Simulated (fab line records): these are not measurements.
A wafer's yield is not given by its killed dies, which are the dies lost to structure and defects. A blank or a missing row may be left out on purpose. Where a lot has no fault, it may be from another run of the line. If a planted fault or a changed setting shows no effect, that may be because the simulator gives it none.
Code-filled problem report in 8D (eight disciplines) form :: flow sky130 :: the parts of the form that need people (team, actions taken, sign-off) are left out

## 1. THE ISSUE
SONOS_ONO_CVD_04_THK at SKY_SONOS_ONO_THK_MEAS_05 reads a mean of 8.75 nm on 9 wafers of 3 lots; wafers without a fault read 5.65 nm with a standard deviation of 0.11. That puts it +28 standard deviations away from the usual mean.
First seen on wafer L548.2, day 15 09:55, on filmMetro-04. At this step, 36 wafers from 12 lots have a number in the record. By rule, "out" or "out of limits" means more than 4 standard deviations away from the usual mean. Any other wafer with a number is counted as sound.

## 2. WHAT IT IS; WHAT IT IS NOT
question: which readings at this step
is: SONOS_ONO_CVD_04_THK
is not: -

question: which lots
is: L548, L549, L550
is not: L537, L538, L539, L541, L542, L544, L557, L558, L559

question: which wafers of those lots
is: all that have a number
is not: -

question: read on which gauges
is: filmMetro-03, filmMetro-04
is not: filmMetro-01

question: when
is: from day 15 09:55
is not: up to then (18 sound wafers); but 9 sound wafers of L557, L558, L559 came after

## 3. WHAT RULES OUT EACH SUSPECT
Counting: a tool stays on the suspect list if, at a process step up to the reading, it processed all lots that are out and no sound lot following the first of them.
- the gauge at SKY_SONOS_ONO_THK_MEAS_05: ruled out. Those wafers that are out were read across 2 gauges (filmMetro-03, filmMetro-04).
- lpcvd-03 at SKY_SONOS_ONO_CVD_04 (deposits SiO2 from SiH4/N2O, target thk 5.7199 nm): ruled out as a lasting fault. Following L548 (day 15 08:40), the first lot on it that is out, the sound lots L557, L559, L558 were run on it.
Left after counting: nothing in the record.

## 4. THE CAUSE (what the simulator had put in)
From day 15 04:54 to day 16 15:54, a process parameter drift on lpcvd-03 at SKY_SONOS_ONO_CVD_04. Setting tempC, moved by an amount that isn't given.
Counting ruled it out, wrongly: the rule takes a fault to strike every lot that its tool runs from its start on, and this one did not.

## 5. THE EFFECT CHAIN, in route order
One row per reading whose mean, taken over the struck wafers that have a number, lies over 3 standard deviations from the usual. Readings are gone through only where the record gives a usual standard deviation; hours: the median, over the lots, of the time from a lot's start at the first step in this table giving one to that lot's start at this step; sigmas: the change measured in usual standard deviations.
hours: 0
step: SKY_SONOS_ONO_CVD_04
reading: spikeTcBottomC
usual: 915.8 C
on struck wafers: 942.1
change: +26.3
sigmas: +15

hours: 0
step: SKY_SONOS_ONO_CVD_04
reading: spikeTcCentreC
usual: 900.5 C
on struck wafers: 928.8
change: +28.3
sigmas: +28

hours: 0
step: SKY_SONOS_ONO_CVD_04
reading: spikeTcLowerC
usual: 900.2 C
on struck wafers: 927.4
change: +27.2
sigmas: +19

hours: 0
step: SKY_SONOS_ONO_CVD_04
reading: spikeTcTopC
usual: 911.0 C
on struck wafers: 940.6
change: +29.6
sigmas: +9.9

hours: 0
step: SKY_SONOS_ONO_CVD_04
reading: spikeTcUpperC
usual: 900.1 C
on struck wafers: 927.9
change: +27.8
sigmas: +25

hours: 0
step: SKY_SONOS_ONO_CVD_04
reading: susceptorTempC
usual: 899.9 C
on struck wafers: 928.0
change: +28.1
sigmas: +74

hours: 1
step: SKY_SONOS_ONO_THK_MEAS_05
reading: SONOS_ONO_CVD_04_THK
usual: 5.65 nm
on struck wafers: 8.75
change: +3.10
sigmas: +28
Its process steps:
- SKY_SONOS_ONO_CVD_04: deposits SiO2 from SiH4/N2O, target thk 5.7199 nm.
At these later measuring or inspecting steps, every struck wafer for which the step has a row has a number for every such reading, and none has moved that far: SKY_SD_P_CD_MEAS_07, SKY_SD_N_RS_MEAS_18.

## 6. WHAT WOULD HAVE CAUGHT IT SOONER
The first out-of-limits reading at a measuring or inspecting step in this record came at day 15 09:55, 5 hours after the fault's start at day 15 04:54.
The tool's own readings at SKY_SONOS_ONO_CVD_04 were out on every struck wafer that the step has a row for (spikeTcBottomC, spikeTcCentreC, spikeTcLowerC, spikeTcTopC, spikeTcUpperC, susceptorTempC): an alarm limit on them would have fired on the first of those.
